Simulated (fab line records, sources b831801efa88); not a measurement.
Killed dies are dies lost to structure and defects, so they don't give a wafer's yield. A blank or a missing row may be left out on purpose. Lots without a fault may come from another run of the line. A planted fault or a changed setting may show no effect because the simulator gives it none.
fab line records | flow sky130
record lots=5 wafers=15 last_day=51
route steps=708 shown RES_PROTECT@215 POLY_GATE@217 LDD_N@237
lots that met no fault: from a run of the same line without faults
start_h: hours from the record's first day to the start of the lot's first wafer shown | wait_h: hours since the lot's step before | " the same as in the row above | L1.1+2: a row that stands for several wafers | - no value, or no start given | * or withheld: withheld | < > ~ a bound
route shown NAME@n: a module of which the file shows steps, and the number in the route of the first | usual: mean/standard deviation of fault-free wafers | same: alike in all rows | chamber/n: place in a boat | sites: the reading at each site | _std_site: their standard deviation | _edge_site: outer sites' mean less inner sites' | radius_mm: how far each site lies from the wafer's centre | mask NAME#n: copy n | behind: the tool/chamber that last shaped the wafer | hold: why the lot was held/for how many hours/how that ended | device: the transistor (n, p or np) that didn't switch | end of line: the same wafers' tests at the end of the route | a step without rows: its recipe alone | killed: dies lost to structure and defects at the first sort, not the wafer's yield | map: a wafer's dies, x killed, . not, _ none there
set.NAME: the setting as run; set.NAME@STEP: as run at that earlier step | model.NAME: the simulator's own value behind a step, which no gauge read
lots at some steps of the route; a table a step, a row a wafer
services: from which hour (start_h, from the record's first day; less than 0 if before it) a tool's chamber was out of use, for how many hours, and why
## steps
# step SKY_RES_PROTECT_TW_MEAS_08
# usual POLY_GATE_TW=4023/55
# columns lot.wafer tool chamber start_h wait_h POLY_GATE_TW
L074.1 film_metro-02 - 344.52 0.1 4122
L074.2 " - " " 4102
L074.6 " - " " 4095
L075.1 film_metro-01 - 364.84 0.1 3948
L075.4 " - " " 3939
L075.6 " - " " 3946
L085.1 film_metro-02 - 447.77 0.1 4066
L085.4 " - " " 4091
L085.6 " - " " 4100
L091.1 film_metro-02 - 490.22 0.1 4105
L091.2 " - " " 4115
L091.6 " - " " 4093
L097.3 film_metro-01 - 568.16 0.1 3978
L097.4 " - " " 3979
L097.5 " - " " 3976
# step SKY_RES_PROTECT_CLEAN_09
# recipe chemistry=SC1/SC2 mix=1:4:20 temp_c=70 time_s=150 dry=n2_spin
# same time_s=150
# columns lot.wafer tool chamber start_h wait_h
L074.1+2+6 wet_bench-04 0 344.58 0.1
L075.1+4+6 wet_bench-04 0 364.90 0.1
L085.1+4+6 wet_bench-04 0 447.83 0.1
L091.1+2+6 wet_bench-02 0 490.28 0.1
L097.3+4+5 wet_bench-04 3 568.20 0.0
# step SKY_POLY_GATE_CVD_03
# recipe material=Si3N4 precursor=DCS/NH3 target_thk_nm=75 temp_c=770 time_s=1290 pressure_mtorr=250
# usual zone_power_centre_pct=12.7/0.62
# same time_s=1290
# columns lot.wafer tool chamber start_h wait_h zone_power_centre_pct
L074.1 lpcvd-02 1 345.08 0.5 12.1
L074.2 " 1 " " 12.0
L074.6 " 1 " " 11.9
L075.1 lpcvd-02 1 365.17 0.2 12.1
L075.4 " 1 " " 12.1
L075.6 " 1 " " 12.1
L085.1 lpcvd-02 0 448.97 1.1 13.2
L085.4 " 0 " " 13.3
L085.6 " 0 " " 13.5
L091.1 lpcvd-02 0 491.56 1.2 13.1
L091.2 " 0 " " 13.2
L091.6 " 0 " " 13.4
L097.3 lpcvd-02 1 568.33 0.1 12.2
L097.4 " 1 " " 12.2
L097.5 " 1 " " 12.0
# step SKY_POLY_GATE_THK_MEAS_04
# recipe reads=Si3N4_of_POLY_GATE_CVD_03
# usual POLY_GATE_CVD_03_THK=75.4/0.64
# columns lot.wafer tool chamber start_h wait_h POLY_GATE_CVD_03_THK[nm]
L074.1 film_metro-02 - 346.44 0.0 76.0
L074.2 " - " " 76.1
L074.6 " - " " 76.2
L075.1 film_metro-04 - 367.20 0.0 75.3
L075.4 " - " " 74.9
L075.6 " - " " 74.7
L085.1 film_metro-03 - 450.33 0.0 75.7
L085.4 " - " " 75.6
L085.6 " - " " 75.9
L091.1 film_metro-03 - 492.91 0.0 75.0
L091.2 " - " " 74.6
L091.6 " - " " 74.7
L097.3 film_metro-04 - 569.71 0.0 74.5
L097.4 " - " " 74.9
L097.5 " - " " 74.9
# step SKY_POLY_GATE_DEHYDRATE_05
# recipe temp_c=200 time_s=60
# usual resist_line_temp_C=22.99/0.11
# same time_s=60
# columns lot.wafer tool chamber start_h wait_h resist_line_temp_C
L074.1 litho_track-03 0 359.22 12.8 23.23
L074.2 " 0 " " 23.23
L074.6 " 0 " " 23.04
L075.1 litho_track-03 0 380.57 13.4 22.94
L075.4 " 0 " " 23.00
L075.6 " 0 " " 22.88
L085.1 litho_track-02 0 464.99 14.7 22.78
L085.4 " 0 " " 22.92
L085.6 " 0 " " 23.06
L091.1 litho_track-01 0 506.93 14.0 22.83
L091.2 " 0 " " 22.93
L091.6 " 0 " " 22.87
L097.3 litho_track-02 0 583.64 13.9 23.01
L097.4 " 0 " " 22.79
L097.5 " 0 " " 22.95
# step SKY_POLY_GATE_HMDS_06
# recipe prime_time_s=60 prime_temp_c=120
# usual resist_line_temp_C=23.00/0.088
# columns lot.wafer tool chamber start_h wait_h resist_line_temp_C
L074.1 litho_track-03 0 359.37 0.1 23.02
L074.2 " 0 " " 23.14
L074.6 " 0 " " 23.07
L075.1 litho_track-03 0 380.72 0.1 23.09
L075.4 " 0 " " 23.02
L075.6 " 0 " " 23.09
L085.1 litho_track-02 0 465.14 0.1 22.99
L085.4 " 0 " " 23.08
L085.6 " 0 " " 23.04
L091.1 litho_track-01 0 507.08 0.1 22.74
L091.2 " 0 " " 22.94
L091.6 " 0 " " 22.85
L097.3 litho_track-02 0 583.79 0.1 22.99
L097.4 " 0 " " 23.00
L097.5 " 0 " " 23.05
# step SKY_POLY_GATE_COAT_07
# recipe resist=BARC temp_c=withheld time_s=withheld spin_rpm=3000 resist_thk_nm=110
# usual resist_line_temp_C=*
# columns lot.wafer tool chamber start_h wait_h resist_line_temp_C
L074.1 litho_track-03 0 359.52 0.1 *
L074.2 " 0 " " *
L074.6 " 0 " " *
L075.1 litho_track-03 0 380.87 0.1 *
L075.4 " 0 " " *
L075.6 " 0 " " *
L085.1 litho_track-02 0 465.29 0.1 *
L085.4 " 0 " " *
L085.6 " 0 " " *
L091.1 litho_track-01 0 507.23 0.1 *
L091.2 " 0 " " *
L091.6 " 0 " " *
L097.3 litho_track-02 0 583.94 0.1 *
L097.4 " 0 " " *
L097.5 " 0 " " *
# step SKY_POLY_GATE_COAT_08
# recipe resist=KrF-thick spin_rpm=3000 resist_thk_nm=450
# usual resist_line_temp_C=23.01/0.094
# columns lot.wafer tool chamber start_h wait_h resist_line_temp_C
L074.1 litho_track-03 0 - - 22.98
L074.2 " 0 " " 22.99
L074.6 " 0 " " 22.96
L075.1 litho_track-03 0 - - 23.02
L075.4 " 0 " " 22.97
L075.6 " 0 " " 23.06
L085.1 litho_track-02 0 - - 22.83
L085.4 " 0 " " 23.04
L085.6 " 0 " " 22.81
L091.1 litho_track-01 0 - - 23.05
L091.2 " 0 " " 23.05
L091.6 " 0 " " 22.95
L097.3 litho_track-02 0 - - 23.01
L097.4 " 0 " " 23.22
L097.5 " 0 " " 23.03
# step SKY_POLY_GATE_SOFTBAKE_09
# recipe temp_c=100 time_s=90 resist=KrF-thick
# usual resist_line_temp_C=23.03/0.11
# same time_s=90
# columns lot.wafer tool chamber start_h wait_h resist_line_temp_C
L074.1 litho_track-03 0 - - 22.96
L074.2 " 0 " " 23.01
L074.6 " 0 " " 22.94
L075.1 litho_track-03 0 - - 23.18
L075.4 " 0 " " 23.00
L075.6 " 0 " " 23.00
L085.1 litho_track-02 0 - - 23.18
L085.4 " 0 " " 23.15
L085.6 " 0 " " 23.01
L091.1 litho_track-01 0 - - 22.89
L091.2 " 0 " " 22.92
L091.6 " 0 " " 22.88
L097.3 litho_track-02 0 - - 23.04
L097.4 " 0 " " 23.04
L097.5 " 0 " " 23.04
# step SKY_POLY_GATE_EXPOSE_10
# recipe mask_id=P1M na=0.68 source_shape=conventional sigma_outer=0.6 target_cd_nm=150 dose_mj=28
# columns lot.wafer tool chamber start_h wait_h mask
L074.1+2+6 krf_scanner-01 0 - - P1M#0
L075.1+4+6 krf_scanner-02 0 - - P1M#0
L085.1+4+6 krf_scanner-02 0 - - P1M#0
L091.1+2+6 krf_scanner-01 0 - - P1M#0
L097.3+4+5 krf_scanner-01 0 - - P1M#0
# step SKY_POLY_GATE_PEB_11
# recipe peb_temp_c=withheld peb_time_s=withheld resist=KrF-thick
# usual resist_line_temp_C=*
# columns lot.wafer tool chamber start_h wait_h resist_line_temp_C
L074.1 litho_track-02 0 - - *
L074.2 " 0 " " *
L074.6 " 0 " " *
L075.1 litho_track-03 0 - - *
L075.4 " 0 " " *
L075.6 " 0 " " *
L085.1 litho_track-01 0 - - *
L085.4 " 0 " " *
L085.6 " 0 " " *
L091.1 litho_track-02 0 - - *
L091.2 " 0 " " *
L091.6 " 0 " " *
L097.3 litho_track-03 0 - - *
L097.4 " 0 " " *
L097.5 " 0 " " *
# step SKY_POLY_GATE_DEVELOP_12
# recipe develop_time_s=60 resist=KrF-thick dev_temp_c=21
# usual resist_line_temp_C=22.98/0.11
# columns lot.wafer tool chamber start_h wait_h resist_line_temp_C
L074.1 litho_track-02 0 - - 23.24
L074.2 " 0 " " 23.14
L074.6 " 0 " " 23.23
L075.1 litho_track-03 0 - - 22.79
L075.4 " 0 " " 22.86
L075.6 " 0 " " 22.71
L085.1 litho_track-01 0 - - 22.90
L085.4 " 0 " " 22.85
L085.6 " 0 " " 22.98
L091.1 litho_track-02 0 - - 23.07
L091.2 " 0 " " 23.03
L091.6 " 0 " " 22.82
L097.3 litho_track-03 0 - - 23.09
L097.4 " 0 " " 22.97
L097.5 " 0 " " 22.92
# step SKY_POLY_GATE_CD_MEAS_13
# recipe target_cd_nm=150
# usual cd_nm=150.0/1.3
# columns lot.wafer tool chamber start_h wait_h cd_nm
L074.1 cd_sem-01 - 374.29 - 149.8
L074.2 " - " " 150.6
L074.6 " - " " 150.2
L075.1 cd_sem-02 - 394.92 - 149.4
L075.4 " - " " 149.5
L075.6 " - " " 150.3
L085.1 cd_sem-01 - 480.13 - 151.1
L085.4 " - " " 149.8
L085.6 " - " " 149.9
L091.1 cd_sem-02 - 523.59 - 149.9
L091.2 " - " " 151.0
L091.6 " - " " 149.4
L097.3 cd_sem-01 - 600.11 - 149.4
L097.4 " - " " 150.6
L097.5 " - " " 148.9
# step SKY_POLY_GATE_OVL_MEAS_14
# usual POLY_GATE_OVL=-2/5.5
# columns lot.wafer tool chamber start_h wait_h POLY_GATE_OVL[nm]
L074.1 overlay-02 - 374.41 0.1 -3
L074.2 " - " " 0
L074.6 " - " " -1
L075.1 overlay-02 - 395.04 0.1 0
L075.4 " - " " -4
L075.6 " - " " -5
L085.1 overlay-01 - 480.25 0.1 9
L085.4 " - " " 6
L085.6 " - " " 1
L091.1 overlay-02 - 523.71 0.1 -5
L091.2 " - " " -2
L091.6 " - " " 9
L097.3 overlay-02 - 600.20 0.1 -8
L097.4 " - " " -1
L097.5 " - " " -17
# step SKY_POLY_GATE_ETCH_15
# recipe chemistry=N2/H2 target=BARC ion_energy_ev=200 source_w=500 bias_w=100 pressure_mtorr=30 n2_flow_sccm=100 h2_flow_sccm=200 stop_on=SiO2 time_s=118.5 target_depth_a=1100
# usual drypump_motor_current_A=6.0/0.35 oes_product_au=0.716/0.0046 throttle_valve_pct=13.213/0.009
# same time_s=118.5
# columns lot.wafer tool chamber start_h wait_h drypump_motor_current_A oes_product_au rf_hours_counter_h throttle_valve_pct
L074.1 rie_diel-04 0 374.44 0.0 5.7 0.714 4 13.217
L074.2 " 3 " " 5.9 0.712 77 13.205
L074.6 " 3 " " 5.9 0.719 - 13.214
L075.1 rie_diel-02 2 395.07 0.0 5.8 0.719 64 13.212
L075.4 " 3 " " 5.4 0.718 9 13.214
L075.6 " 3 " " 5.4 0.718 - 13.224
L085.1 rie_diel-04 3 480.29 0.0 6.0 0.711 78 13.210
L085.4 " 1 " " 5.9 0.720 71 13.208
L085.6 " 3 " " 6.0 0.712 - 13.207
L091.1 rie_diel-04 1 523.74 0.0 5.8 0.713 71 13.218
L091.2 " 3 " " 6.0 0.721 79 13.202
L091.6 " 1 " " 5.8 0.717 - 13.209
L097.3 rie_diel-02 0 600.22 0.0 5.9 0.720 26 13.196
L097.4 " 2 " " 5.8 0.715 68 13.210
L097.5 " 2 " " 5.8 0.714 - 13.220
# step SKY_POLY_GATE_ETCH_16
# recipe stop_on=poly-Si chemistry=CH3F/O2 target=Si3N4 source_w=400 bias_w=80 pressure_mtorr=25 ch3f_flow_sccm=40 O2_flow_sccm=30 time_s=147.5 target_depth_a=750
# usual O2_flow_sccm=29.98/0.094 drypump_motor_current_A=5.9/0.34 oes_product_au=0.642/0.0049 throttle_valve_pct=10.535/0.0087
# same time_s=147.5
# columns lot.wafer tool chamber start_h wait_h O2_flow_sccm drypump_motor_current_A oes_product_au rf_hours_counter_h throttle_valve_pct
L074.1 rie_diel-04 0 374.53 0.0 29.85 5.7 0.640 4 10.535
L074.2 " 3 " " 30.10 5.9 0.645 77 10.544
L074.6 " 3 " " 29.96 5.9 0.642 - 10.540
L075.1 rie_diel-02 2 395.16 0.0 30.14 5.8 0.644 64 10.532
L075.4 " 3 " " 30.07 5.4 0.635 9 10.536
L075.6 " 3 " " 29.92 5.4 0.642 - 10.530
L085.1 rie_diel-04 3 480.37 0.0 30.00 5.9 0.647 78 10.538
L085.4 " 1 " " 29.73 5.9 0.645 71 10.529
L085.6 " 3 " " 30.05 5.9 0.643 - 10.558
L091.1 rie_diel-04 1 523.83 0.0 29.95 5.9 0.640 72 10.538
L091.2 " 3 " " 29.93 6.0 0.641 79 10.519
L091.6 " 1 " " 29.89 5.9 0.640 - 10.523
L097.3 rie_diel-02 0 600.31 0.0 29.97 5.9 0.636 26 10.540
L097.4 " 2 " " 29.99 5.8 0.644 68 10.529
L097.5 " 2 " " 30.08 5.8 0.636 - 10.533
# step SKY_POLY_GATE_ETCH_17
# recipe target_depth_nm=180 stop_on=SiO2 over_etch_frac=0.56667 chemistry=HBr/Cl2 target=poly-Si icp_w=400 bias_w=100 pressure_mtorr=10 HBr_flow_sccm=150 Cl2_flow_sccm=50 time_s=70.5
# usual HBr_flow_sccm=150.0/0.44 drypump_motor_current_A=5.9/0.37 mfc_cl2_sccm=49.99/0.17 oes_product_au=0.983/0.0068 throttle_valve_pct=33.684/0.009
# same time_s=70.5
# columns lot.wafer tool chamber start_h wait_h HBr_flow_sccm drypump_motor_current_A mfc_cl2_sccm oes_product_au rf_hours_counter_h throttle_valve_pct
L074.1 rie_si-02 2 374.63 0.0 150.5 6.2 49.80 0.986 31 33.675
L074.2 " 3 " " 150.5 5.8 49.82 0.985 33 33.673
L074.6 " 1 " " 150.8 6.4 50.08 0.972 - 33.667
L075.1 rie_si-02 0 395.25 0.0 149.9 5.5 50.11 0.988 76 33.685
L075.4 " 1 " " 150.2 6.4 50.15 0.968 7 33.707
L075.6 " 0 " " 149.3 5.5 50.00 0.988 - 33.681
L085.1 rie_si-01 1 480.47 0.0 149.7 6.2 50.22 0.989 0 33.683
L085.4 " 3 " " 150.3 5.8 49.98 0.981 2 33.679
L085.6 " 3 " " 149.4 5.8 50.01 0.981 - 33.684
L091.1 rie_si-01 1 523.93 0.0 149.8 6.2 49.91 0.978 0 33.684
L091.2 " 3 " " 150.1 5.8 50.18 0.991 2 33.683
L091.6 " 3 " " 150.2 5.8 50.32 0.983 - 33.684
L097.3 rie_si-02 0 600.40 0.0 150.3 5.5 49.64 0.991 1 33.685
L097.4 " 1 " " 150.0 6.4 50.27 0.978 - 33.686
L097.5 " 0 " " 149.8 5.5 49.82 0.999 - 33.677
# step SKY_POLY_GATE_STRIP_18
# recipe chemistry=O2/N2 power_w=1400 pressure_mtorr=1500 platen_temp_c=withheld o2_flow_sccm=3000 n2_flow_sccm=300 overash_fraction=0.5
# usual drypump_motor_current_A=6.0/0.34 oes_product_au=0.361/0.0042 strip_time_to_endpoint_s=3.17/0.043
# columns lot.wafer tool chamber start_h wait_h drypump_motor_current_A oes_product_au rf_hours_counter_h strip_time_to_endpoint_s
L074.1 plasma_asher-01 0 374.68 0.0 5.8 0.365 69 3.23
L074.2 " 1 " " 6.0 0.359 69 3.13
L074.6 " 1 " " 6.0 0.362 - 3.20
L075.1 plasma_asher-03 0 395.31 0.0 6.6 0.363 68 3.17
L075.4 " 1 " " 5.5 0.366 - 3.20
L075.6 " 0 " " 6.5 0.365 - 3.15
L085.1 plasma_asher-01 0 480.53 0.0 5.8 0.359 3 3.19
L085.4 " 0 " " 5.8 0.370 - 3.19
L085.6 " 1 " " 6.0 0.363 - 3.21
L091.1 plasma_asher-03 1 523.98 0.0 5.5 0.361 81 3.16
L091.2 " 0 " " 6.6 0.363 81 3.14
L091.6 " 1 " " 5.5 0.357 - 3.14
L097.3 plasma_asher-02 0 600.49 0.1 6.3 0.363 - 3.18
L097.4 " 1 " " 5.8 0.361 - 3.25
L097.5 " 1 " " 5.8 0.360 - 3.23
# step SKY_POLY_GATE_CLEAN_19
# recipe chemistry=SC1/SC2 mix=1:4:20 temp_c=70 time_s=150 dry=n2_spin
# same time_s=150
# columns lot.wafer tool chamber start_h wait_h
L074.1+2+6 wet_bench-04 3 374.78 0.1
L075.1+4+6 wet_bench-03 2 395.41 0.1
L085.1+4+6 wet_bench-04 1 480.63 0.1
L091.1+2+6 wet_bench-03 2 524.08 0.1
L097.3+4+5 wet_bench-02 2 600.56 0.0
# step SKY_POLY_GATE_OXIDATION_20
# recipe temp_c=850 ambient=O2 stabilise_s=600 purge_s=300 target_thk_a=40 ox_time_s=899
# usual zone_power_centre_pct=17.1/2.5
# same stabilise_s=600
# columns lot.wafer tool chamber start_h wait_h zone_power_centre_pct
L074.1 furnace-01 0 375.95 1.1 19.6
L074.2 " 0 " " 19.5
L074.6 " 0 " " 19.3
L075.1 furnace-01 0 404.19 8.7 19.7
L075.4 " 0 " " 19.7
L075.6 " 0 " " 19.8
L085.1 furnace-02 0 480.68 0.0 14.7
L085.4 " 0 " " 14.7
L085.6 " 0 " " 14.7
L091.1 furnace-02 0 524.13 0.0 14.9
L091.2 " 0 " " 14.5
L091.6 " 0 " " 14.5
L097.3 furnace-02 0 600.61 0.0 14.6
L097.4 " 0 " " 14.4
L097.5 " 0 " " 14.8
# step SKY_POLY_GATE_THK_MEAS_21
# recipe reads=SiO2_of_POLY_GATE_OXIDATION_20
# usual POLY_GATE_OXIDATION_THK=3.98/0.075
# columns lot.wafer tool chamber start_h wait_h POLY_GATE_OXIDATION_THK[nm]
L074.1 film_metro-03 - 377.21 0.0 4.01
L074.2 " - " " 4.00
L074.6 " - " " 3.97
L075.1 film_metro-04 - 405.44 0.0 3.97
L075.4 " - " " 4.02
L075.6 " - " " 3.94
L085.1 film_metro-04 - 481.93 0.0 4.07
L085.4 " - " " 4.03
L085.6 " - " " 4.11
L091.1 film_metro-03 - 525.38 0.0 4.02
L091.2 " - " " 4.04
L091.6 " - " " 3.98
L097.3 film_metro-03 - 601.88 0.0 3.90
L097.4 " - " " 3.88
L097.5 " - " " 3.96
# step SKY_POLY_GATE_CD_MEAS_22
# usual cd_nm=149.5/2.6
# columns lot.wafer tool chamber start_h wait_h cd_nm
L074.1 cd_sem-02 - 377.43 0.2 144.7
L074.2 " - " " 149.2
L074.6 " - " " 152.1
L075.1 cd_sem-01 - 405.50 0.1 153.5
L075.4 " - " " 152.5
L075.6 " - " " 152.0
L085.1 cd_sem-02 - 481.99 0.1 150.3
L085.4 " - " " 150.1
L085.6 " - " " 150.6
L091.1 cd_sem-01 - 525.44 0.1 148.6
L091.2 " - " " 150.8
L091.6 " - " " 149.7
L097.3 cd_sem-01 - 601.98 0.1 149.3
L097.4 " - " " 155.7
L097.5 " - " " 153.5
# step SKY_LDD_N_DEHYDRATE_00
# recipe temp_c=200 time_s=60
# usual resist_line_temp_C=22.99/0.11
# same time_s=60
# columns lot.wafer tool chamber start_h wait_h resist_line_temp_C
L074.1 litho_track-03 0 390.47 13.0 22.87
L074.2 " 0 " " 22.85
L074.6 " 0 " " 22.81
L075.1 litho_track-04 0 418.74 13.2 23.03
L075.4 " 0 " " 22.82
L075.6 " 0 " " 22.92
L085.1 litho_track-04 0 497.54 15.5 22.95
L085.4 " 0 " " 22.91
L085.6 " 0 " " 23.06
L091.1 litho_track-01 0 540.08 14.6 23.10
L091.2 " 0 " " 23.11
L091.6 " 0 " " 23.20
L097.3 litho_track-03 0 616.22 14.2 22.93
L097.4 " 0 " " 22.94
L097.5 " 0 " " 23.11
# step SKY_LDD_N_HMDS_01
# recipe prime_time_s=60 prime_temp_c=120
# usual resist_line_temp_C=23.01/0.11
# columns lot.wafer tool chamber start_h wait_h resist_line_temp_C
L074.1 litho_track-03 0 390.62 0.1 23.00
L074.2 " 0 " " 23.06
L074.6 " 0 " " 23.05
L075.1 litho_track-04 0 418.89 0.1 22.91
L075.4 " 0 " " 22.85
L075.6 " 0 " " 22.96
L085.1 litho_track-04 0 497.69 0.1 23.05
L085.4 " 0 " " 22.97
L085.6 " 0 " " 23.06
L091.1 litho_track-01 0 540.23 0.1 23.17
L091.2 " 0 " " 23.13
L091.6 " 0 " " 23.25
L097.3 litho_track-03 0 616.37 0.1 23.09
L097.4 " 0 " " 23.00
L097.5 " 0 " " 22.99
# step SKY_LDD_N_COAT_02
# recipe resist=NOVOLAK spin_rpm=3000 resist_thk_nm=305.1
# usual resist_line_temp_C=23.01/0.11
# columns lot.wafer tool chamber start_h wait_h resist_line_temp_C
L074.1 litho_track-03 0 390.77 0.1 23.04
L074.2 " 0 " " 23.01
L074.6 " 0 " " 23.08
L075.1 litho_track-04 0 419.04 0.1 23.04
L075.4 " 0 " " 23.11
L075.6 " 0 " " 23.00
L085.1 litho_track-04 0 497.84 0.1 22.92
L085.4 " 0 " " 23.28
L085.6 " 0 " " 23.08
L091.1 litho_track-01 0 540.38 0.1 23.01
L091.2 " 0 " " 23.02
L091.6 " 0 " " 23.07
L097.3 litho_track-03 0 616.52 0.1 22.98
L097.4 " 0 " " 23.05
L097.5 " 0 " " 22.85
# step SKY_LDD_N_SOFTBAKE_03
# recipe temp_c=90 time_s=60 resist=NOVOLAK
# usual resist_line_temp_C=22.95/0.13
# same time_s=60
# columns lot.wafer tool chamber start_h wait_h resist_line_temp_C
L074.1 litho_track-03 0 390.92 0.1 22.69
L074.2 " 0 " " 22.81
L074.6 " 0 " " 22.85
L075.1 litho_track-04 0 419.19 0.1 23.03
L075.4 " 0 " " 22.92
L075.6 " 0 " " 23.09
L085.1 litho_track-04 0 497.99 0.1 23.09
L085.4 " 0 " " 23.14
L085.6 " 0 " " 23.00
L091.1 litho_track-01 0 540.53 0.1 23.05
L091.2 " 0 " " 22.93
L091.6 " 0 " " 22.89
L097.3 litho_track-03 0 616.67 0.1 23.04
L097.4 " 0 " " 22.85
L097.5 " 0 " " 23.04
# step SKY_LDD_N_EXPOSE_04
# recipe mask_id=NTM target_cd_nm=840 na=0.6 source_shape=conventional sigma_outer=0.6 dose_mj=110
# columns lot.wafer tool chamber start_h wait_h mask
L074.1+2+6 iline_stepper-02 0 - - NTM#0
L075.1+4+6 iline_stepper-01 0 - - NTM#0
L085.1+4+6 iline_stepper-02 0 - - NTM#0
L091.1+2+6 iline_stepper-01 0 - - NTM#0
L097.3+4+5 iline_stepper-01 0 - - NTM#0
# step SKY_LDD_N_PEB_05
# recipe temp_c=withheld time_s=* resist=NOVOLAK
# usual resist_line_temp_C=*
# same time_s=*
# columns lot.wafer tool chamber start_h wait_h resist_line_temp_C
L074.1 litho_track-01 0 - - *
L074.2 " 0 " " *
L074.6 " 0 " " *
L075.1 litho_track-04 0 - - *
L075.4 " 0 " " *
L075.6 " 0 " " *
L085.1 litho_track-04 0 - - *
L085.4 " 0 " " *
L085.6 " 0 " " *
L091.1 litho_track-04 0 - - *
L091.2 " 0 " " *
L091.6 " 0 " " *
L097.3 litho_track-03 0 - - *
L097.4 " 0 " " *
L097.5 " 0 " " *
# step SKY_LDD_N_DEVELOP_06
# recipe develop_time_s=60 dev_temp_c=23
# usual resist_line_temp_C=23.00/0.11
# columns lot.wafer tool chamber start_h wait_h resist_line_temp_C
L074.1 litho_track-01 0 405.43 0.1 22.92
L074.2 " 0 " " 23.00
L074.6 " 0 " " 22.96
L075.1 litho_track-04 0 433.99 0.1 22.99
L075.4 " 0 " " 22.94
L075.6 " 0 " " 23.11
L085.1 litho_track-04 0 513.09 0.1 23.02
L085.4 " 0 " " 22.99
L085.6 " 0 " " 22.99
L091.1 litho_track-04 0 555.74 0.1 23.09
L091.2 " 0 " " 22.92
L091.6 " 0 " " 23.17
L097.3 litho_track-03 0 631.57 0.1 23.06
L097.4 " 0 " " 22.93
L097.5 " 0 " " 22.86
# step SKY_LDD_N_OVL_MEAS_07
# usual LDD_N_OVL=1.2/1.3
# columns lot.wafer tool chamber start_h wait_h LDD_N_OVL[nm]
L074.1 overlay-01 - 405.58 0.1 2.1
L074.2 " - " " 1.7
L074.6 " - " " 2.8
L075.1 overlay-01 - 434.14 0.1 -0.3
L075.4 " - " " -0.5
L075.6 " - " " -0.4
L085.1 overlay-01 - 513.24 0.1 2.0
L085.4 " - " " 0.8
L085.6 " - " " 1.4
L091.1 overlay-01 - 555.89 0.1 0.0
L091.2 " - " " -1.3
L091.6 " - " " -0.8
L097.3 overlay-02 - 631.68 0.1 -1.5
L097.4 " - " " 0.5
L097.5 " - " " 0.4
# step SKY_LDD_N_IMPLANT_08
# recipe species=As energy_kev=20 dose_cm2=7.5e+13 tilt_deg=withheld rotation_deg=23
# columns lot.wafer tool chamber start_h wait_h
L074.1+2+6 implanter-04 0 405.62 0.0
L075.1+4+6 implanter-01 0 434.17 0.0
L085.1+4+6 implanter-01 0 513.27 0.0
L091.1+2+6 implanter-04 0 555.92 0.0
L097.3+4+5 implanter-03 0 631.75 0.1
# step SKY_LDD_N_IMPLANT_09
# recipe species=As energy_kev=20 dose_cm2=7.5e+13 tilt_deg=withheld rotation_deg=113
# columns lot.wafer tool chamber start_h wait_h
L074.1+2+6 implanter-04 0 405.77 0.1
L075.1+4+6 implanter-01 0 434.32 0.1
L085.1+4+6 implanter-01 0 513.42 0.1
L091.1+2+6 implanter-04 0 556.07 0.1
L097.3+4+5 implanter-03 0 631.90 0.1
# step SKY_LDD_N_IMPLANT_10
# recipe species=As energy_kev=20 dose_cm2=7.5e+13 tilt_deg=withheld rotation_deg=203
# columns lot.wafer tool chamber start_h wait_h
L074.1+2+6 implanter-04 0 405.92 0.1
L075.1+4+6 implanter-01 0 434.47 0.1
L085.1+4+6 implanter-01 0 513.57 0.1
L091.1+2+6 implanter-04 0 556.22 0.1
L097.3+4+5 implanter-03 0 632.05 0.1
# step SKY_LDD_N_IMPLANT_11
# recipe species=As energy_kev=20 dose_cm2=7.5e+13 tilt_deg=withheld rotation_deg=293
# columns lot.wafer tool chamber start_h wait_h
L074.1+2+6 implanter-04 0 406.07 0.1
L075.1+4+6 implanter-01 0 434.62 0.1
L085.1+4+6 implanter-01 0 513.72 0.1
L091.1+2+6 implanter-04 0 556.37 0.1
L097.3+4+5 implanter-03 0 632.20 0.1
# step SKY_LDD_N_IMPLANT_12
# recipe species=BF2 energy_kev=50 dose_cm2=5e+12 tilt_deg=30 rotation_deg=0
# columns lot.wafer tool chamber start_h wait_h
L074.1+2+6 implanter-04 0 406.22 0.1
L075.1+4+6 implanter-01 0 434.77 0.1
L085.1+4+6 implanter-01 0 513.87 0.1
L091.1+2+6 implanter-04 0 556.52 0.1
L097.3+4+5 implanter-03 0 632.35 0.1
# step SKY_LDD_N_IMPLANT_13
# recipe species=BF2 energy_kev=50.85 dose_cm2=5e+12 tilt_deg=30 rotation_deg=90
# columns lot.wafer tool chamber start_h wait_h
L074.1+2+6 implanter-04 0 406.37 0.1
L075.1+4+6 implanter-01 0 434.92 0.1
L085.1+4+6 implanter-01 0 514.02 0.1
L091.1+2+6 implanter-04 0 556.67 0.1
L097.3+4+5 implanter-03 0 632.50 0.1
# step SKY_LDD_N_IMPLANT_14
# recipe species=BF2 energy_kev=50 dose_cm2=5e+12 tilt_deg=30 rotation_deg=180
# columns lot.wafer tool chamber start_h wait_h
L074.1+2+6 implanter-04 0 406.52 0.1
L075.1+4+6 implanter-01 0 435.07 0.1
L085.1+4+6 implanter-01 0 514.17 0.1
L091.1+2+6 implanter-04 0 556.82 0.1
L097.3+4+5 implanter-03 0 632.65 0.1
# step SKY_LDD_N_IMPLANT_15
# recipe species=BF2 energy_kev=50 dose_cm2=5e+12 tilt_deg=30 rotation_deg=270
# columns lot.wafer tool chamber start_h wait_h
L074.1+2+6 implanter-04 0 406.67 0.1
L075.1+4+6 implanter-01 0 435.22 0.1
L085.1+4+6 implanter-01 0 514.32 0.1
L091.1+2+6 implanter-04 0 556.97 0.1
L097.3+4+5 implanter-03 0 632.80 0.1
## services
# columns tool chamber start_h hours kind
implanter-04 - 331.37 2.1 repair
rie_diel-02 3 333.23 11.9 repair
implanter-04 - 364.14 4.5 pm
rie_diel-04 3 374.65 3.3 repair
implanter-01 - 381.26 1.8 repair
implanter-04 - 390.21 2.4 repair
implanter-04 - 399.27 1.1 repair
implanter-04 - 407.61 2.4 repair
implanter-04 - 411.82 15.0 pm
rie_diel-04 3 442.66 3.4 repair
rie_diel-02 2 448.41 7.6 repair
rie_diel-02 1 467.17 3.1 repair
rie_diel-02 0 484.82 6.2 repair
implanter-04 - 500.05 3.3 repair
rie_diel-04 - 506.22 0.4 repair
implanter-01 - 515.75 3.2 pm
rie_diel-02 - 516.46 0.5 repair
rie_diel-04 - 539.64 1.1 repair
lpcvd-02 - 541.25 0.7 repair
implanter-01 - 549.96 7.7 repair
implanter-04 - 573.61 6.2 pm
implanter-04 - 583.15 1.3 repair
implanter-03 - 599.65 1.1 repair
rie_diel-04 2 621.31 2.7 repair
## key
fault none
